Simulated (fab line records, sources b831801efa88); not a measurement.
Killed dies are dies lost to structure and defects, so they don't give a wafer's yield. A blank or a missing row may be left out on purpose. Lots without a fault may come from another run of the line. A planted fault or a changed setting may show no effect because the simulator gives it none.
One fault seen from 2 desks | flow gf180mcu | each desk has only its own numbers; what lay behind them comes last

THE TOOL OWNER'S DESK: litho_track-03
The tool's own readings at GF_HV_LDD_DEVELOP_45 (develop time 60 s): means of the sampled wafers that have a number, for each lot that ran on this tool. A lot is out of limits, marked OUT, if its mean lies more than 4 standard deviations from the usual mean; the brackets give that distance.
Columns: A = chill_plate_temp_C at GF_HV_LDD_DEVELOP_45, usual 22.98 C
lot  | first seen here | A
L592 | day 14 13:46    | 23.00
L593 | day 14 21:38    | 22.95
L598 | day 17 17:32    | 23.00
This desk's finding: nothing out of limits on any of the 3 lots.

THE METROLOGY DESK
What the gauges read, lot by lot, whatever tool the lot ran on: means of the sampled wafers that have a number. A lot is out of limits, marked OUT, if its mean lies more than 4 standard deviations from the usual mean; the brackets give that distance.
Columns: A = POLY_GATE_CVD_00_THK at GF_POLY_GATE_THK_MEAS_01, usual 200.2 nm; B = cd_nm at GF_HV_LDD_CD_MEAS_46, usual 399.2 nm
lot  | first seen here | A     | B
L586 | day 8 17:43     | 202.7 | 401.9
L587 | day 9 02:36     | 205.1 | 400.4
L588 | day 9 07:24     | 197.2 | 399.2
L590 | day 9 22:52     | 198.7 | 397.1
L592 | day 10 08:48    | 199.7 | 403.1
L593 | day 10 16:08    | 200.5 | 402.5
L594 | day 11 08:40    | 200.8 | 400.2
L598 | day 12 22:16    | 201.8 | 412.6 (+5.0) OUT
L600 | day 13 00:57    | 199.9 | 400.1
L604 | day 14 03:59    | 202.5 | 398.7
L606 | day 14 15:40    | 199.0 | 396.2
L608 | day 15 09:44    | 199.8 | 401.0
This desk's finding: out of limits on L598; first on L598, day 17 17:41 (cd_nm at GF_HV_LDD_CD_MEAS_46). In limits: L586, L587, L588, L590, L592, L593, L594, L600, L604, L606, L608.

PUT TOGETHER
The metrology desk could have raised an alarm at day 17 17:41, on L598.
The tool owner's desk saw nothing out of limits.
The tool owner's desk has L598 on record, within its limits.
Of the lots named, all ran GF_HV_LDD_DEVELOP_45 on litho_track-03.

WHAT THE SIMULATOR HAD PUT IN
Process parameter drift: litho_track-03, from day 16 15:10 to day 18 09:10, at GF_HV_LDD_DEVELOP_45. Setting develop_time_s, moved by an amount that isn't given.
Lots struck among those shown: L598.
Hours from the fault's start to each desk's first reading out of limits: the metrology desk, 27.
